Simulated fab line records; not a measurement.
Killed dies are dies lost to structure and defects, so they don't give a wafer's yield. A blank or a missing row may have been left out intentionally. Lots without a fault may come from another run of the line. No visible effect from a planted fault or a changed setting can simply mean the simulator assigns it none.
Which tool was responsible? -- flow sky130 -- 10 lots, 30 wafers sampled, at 2 steps of a route of 708

## WHAT THE GAUGES READ, wafer by wafer
SKY_VIA1_THK_MEAS_23: measures by xrf.
lot,measured,on,VIA1_W_THK (nm)
L393,day 34 19:20,film metro-03,273 276 277
L394,day 35 00:47,film metro-04,264 267 266
L395,day 35 13:23,film metro-03,264 280 267
L398,day 36 06:42,film metro-03,268 270 270
L402,day 37 19:53,film metro-02,269 269 278
L404,day 39 03:16,film metro-04,265 266 263
L408,day 39 05:26,film metro-02,269 271 272
L409,day 39 09:37,film metro-04,274 264 279
L410,day 39 20:32,film metro-02,269 275 267
L411,day 40 06:38,film metro-04,270 268 267

## WHICH TOOL RAN EACH LOT (tool, then ch and the chambers of the sampled wafers, then the start)
lot,SKY_VIA1_CVD_21
L393,"cvd w-01 ch 0,1, day 34 19:07"
L394,"cvd w-02 ch 1, day 35 00:34"
L395,"cvd w-02 ch 0,1, day 35 13:10"
L398,"cvd w-01 ch 0,1, day 36 06:30"
L402,"cvd w-02 ch 0,1, day 37 19:40"
L404,"cvd w-01 ch 0,1, day 39 03:02"
L408,"cvd w-01 ch 0,1, day 39 05:13"
L409,"cvd w-02 ch 0,1, day 39 09:23"
L410,"cvd w-02 ch 0,1, day 39 20:20"
L411,"cvd w-01 ch 0,1, day 40 06:25"
- SKY_VIA1_CVD_21: deposits W, target thk 270 nm, time 80.902 s.

## THE ANSWER, worked out from the rows above alone
Rule: usual is defined by the lots themselves. The widest of any qualifying gaps counts: lots, ordered by their means at a reading, are off when they make up no more than a third of the lots, leave a main group of 4 or more, and stand apart from it by 3 or more times the standard deviation of that group's means. A main group whose means are all the same, to the digits that the tables above print for the reading, isn't used. Also off: a lot with no number at a reading for which 4 or more lots have one. Where the step has rows for the other lots, those lots are counted as sound.
None of the lots is off at any reading shown; this tells nothing.

## WHAT THE SIMULATOR HAD PUT IN
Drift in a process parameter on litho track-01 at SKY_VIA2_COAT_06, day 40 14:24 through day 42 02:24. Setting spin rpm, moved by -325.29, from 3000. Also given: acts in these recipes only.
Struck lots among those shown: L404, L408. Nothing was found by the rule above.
